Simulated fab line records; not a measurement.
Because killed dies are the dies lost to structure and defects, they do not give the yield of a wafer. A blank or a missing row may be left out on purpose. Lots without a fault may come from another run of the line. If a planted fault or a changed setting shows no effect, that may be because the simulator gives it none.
Which tool was responsible? + flow sky130 + 11 lots, 33 wafers sampled, at 2 steps of a route of 708

WHAT EACH GAUGE READ, for each wafer
SKY_VIA4_BOW_MEAS_03. Usual: VIA4_BOW gives 79 um (standard deviation 9.3).
| lot  | measured     | on           | VIA4_BOW (um) | flag |
|------|--------------|--------------|---------------|------|
| L141 | day 41 12:58 | filmMetro-04 | 75 75 79      |      |
| L143 | day 42 02:41 | filmMetro-02 | 84 82 86      |      |
| L144 | day 42 10:10 | filmMetro-02 | 71 74 72      |      |
| L145 | day 42 15:52 | filmMetro-02 | 86 83 79      |      |
| L149 | day 44 06:18 | filmMetro-01 | 73 79 73      |      |
| L147 | day 44 07:47 | filmMetro-04 | 78 81 79      |      |
| L155 | day 45 11:14 | filmMetro-02 | 86 86 88      |      |
| L156 | day 45 16:42 | filmMetro-02 | 72 70 63      |      |
| L160 | day 47 01:14 | filmMetro-01 | 68 85 77      |      |
| L161 | day 47 04:55 | filmMetro-02 | 81 82 74      |      |
| L164 | day 48 18:23 | filmMetro-01 | 58 82 76      |      |

TOOL THAT RAN EACH LOT (tool first, then ch and the chambers of the sampled wafers, then the start)
| lot  | SKY_METAL4_METAL_ETCH_18         |
|------|----------------------------------|
| L141 | rieMetal-02 ch 0,1, day 41 07:55 |
| L143 | rieMetal-02 ch 0,1, day 42 01:22 |
| L144 | rieMetal-02 ch 0,1, day 42 08:50 |
| L145 | rieMetal-04 ch 0,1, day 42 14:34 |
| L149 | rieMetal-02 ch 1, day 44 04:59   |
| L147 | rieMetal-03 ch 0,1, day 44 06:28 |
| L155 | rieMetal-04 ch 1, day 45 09:55   |
| L156 | rieMetal-04 ch 0,1, day 45 15:22 |
| L160 | rieMetal-03 ch 0,1, day 46 23:55 |
| L161 | rieMetal-04 ch 0,1, day 47 03:32 |
| L164 | rieMetal-03 ch 0,1, day 48 17:04 |
- SKY_METAL4_METAL_ETCH_18: etches the open film in Cl2/BCl3, stops on SiO2, target depth 845 nm, time 183.1 s.

AS READ BY THE TOOLS THEMSELVES (means over the sampled wafers that have a number; for cases with no such wafer, the mark the record gives instead)
SKY_METAL4_METAL_ETCH_18. Usual: drypumpMotorCurrentA 5.5 A, standard deviation 0.46; mfcCl2Sccm 60.00 sccm, standard deviation 0.16; oesProductAu 0.874 a.u., standard deviation 0.0061; throttleValvePct 22.265 %, standard deviation 0.0096.
| lot  | tool        | drypumpMotorCurrentA (A) | mfcCl2Sccm (sccm) | oesProductAu (a.u.) | throttleValvePct (%) | flag |
|------|-------------|--------------------------|-------------------|---------------------|----------------------|------|
| L141 | rieMetal-02 | 5.2                      | 59.96             | 0.874               | 22.258               |      |
| L143 | rieMetal-02 | 5.2                      | 60.08             | 0.877               | 22.266               |      |
| L144 | rieMetal-02 | 5.2                      | 59.92             | 0.867               | 22.267               |      |
| L145 | rieMetal-04 | 6.2                      | 60.07             | 0.869               | 22.268               |      |
| L149 | rieMetal-02 | 5.1                      | 60.10             | 0.875               | 22.260               |      |
| L147 | rieMetal-03 | 5.2                      | 60.10             | 0.872               | 22.260               |      |
| L155 | rieMetal-04 | 6.3                      | 59.77             | 0.869               | 22.267               |      |
| L156 | rieMetal-04 | 6.2                      | 59.80             | 0.878               | 22.259               |      |
| L160 | rieMetal-03 | 5.2                      | 59.89             | 0.876               | 22.263               |      |
| L161 | rieMetal-04 | 6.2                      | 59.99             | 0.877               | 22.272               |      |
| L164 | rieMetal-03 | 5.4                      | 59.98             | 0.875               | 22.263               |      |

THE ANSWER, worked out from the rows above alone
Rule: lot off if the mean of its wafers having a number is beyond 3 standard deviations from the usual mean. A lot without any number at a reading at which 4 lots or more have one is off too. Where the step has rows for the other lots, those lots are counted as sound. First the gauges in route order, then the tools' own readings, where a lot's mean is used as printed above. The first step at which some lot is off is used, and at that step the reading that is off furthest; a lot without a number counts as furthest.
Across all readings shown, no lot is off: no conclusion can be drawn from this.

WHAT HAD BEEN PUT IN BY THE SIMULATOR
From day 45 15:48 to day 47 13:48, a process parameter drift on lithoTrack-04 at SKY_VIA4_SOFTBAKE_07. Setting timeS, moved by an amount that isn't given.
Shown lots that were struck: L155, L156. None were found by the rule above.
